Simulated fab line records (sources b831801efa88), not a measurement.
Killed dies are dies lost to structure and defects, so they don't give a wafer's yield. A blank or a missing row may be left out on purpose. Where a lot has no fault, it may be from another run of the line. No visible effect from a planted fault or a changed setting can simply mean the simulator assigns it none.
The tool behind it: which one? ; flow gf180mcu ; 18 wafers from 6 lots sampled at 2 of the route's 602 steps

## WHAT EACH GAUGE READ, for each wafer
GF_PSD_RS_MEAS_14: the measuring method here is four-point-probe.
lot;measured;on;NSD_RS (ohm/sq)
L651;day 15 19:08;film-metro-03;46.15 46.05 46.04
L653;day 16 08:43;film-metro-03;46.19 46.25 46.09
L658;day 18 06:13;film-metro-04;47.41 47.42 47.44
L662;day 19 13:26;film-metro-03;46.10 45.98 45.95
L667;day 21 07:32;film-metro-03;46.12 46.16 46.25
L669;day 22 00:59;film-metro-03;46.21 46.25 46.18

## WHICH TOOL RAN EACH LOT (tool, then ch and the chambers of the sampled wafers, then the start)
lot;GF_PSD_RTA_13
L651;rtp-anneal-01 ch 0, day 15 19:04
L653;rtp-anneal-01 ch 0, day 16 08:38
L658;rtp-anneal-01 ch 0, day 18 06:02
L662;rtp-anneal-02 ch 0, day 19 13:21
L667;rtp-anneal-02 ch 0, day 21 07:28
L669;rtp-anneal-02 ch 0, day 22 00:53
- GF_PSD_RTA_13: time 20 s.

## THE ANSWER, worked out from the rows above alone
Rule: what is usual is taken from the lots themselves. The widest of any qualifying gaps counts: lots, ordered by their means at a reading, are off when they make up no more than a third of the lots, leave a main group of 4 or more, and stand apart from it by 3 or more times the standard deviation of that group's means. The tables above print the reading to a certain number of digits; a main group whose means all agree to those digits is not used. A lot without any number at a reading at which 4 lots or more have one is off too. The other lots that the step has rows for count as sound.
Off: L658, seen at GF_PSD_RS_MEAS_14 (NSD_RS). Mean 46.13 ohm/sq and standard deviation 0.075 in the main group.
A tool fits if, at a process step before that reading, it ran every lot that is off, and no sound lot after the first of them. Gauges at GF_PSD_RS_MEAS_14: tried the same way as those tools. Can't be told from this: 2 tools fit, rtp-anneal-01 at GF_PSD_RTA_13, film-metro-04 at GF_PSD_RS_MEAS_14.

## WHAT THE SIMULATOR PUT IN
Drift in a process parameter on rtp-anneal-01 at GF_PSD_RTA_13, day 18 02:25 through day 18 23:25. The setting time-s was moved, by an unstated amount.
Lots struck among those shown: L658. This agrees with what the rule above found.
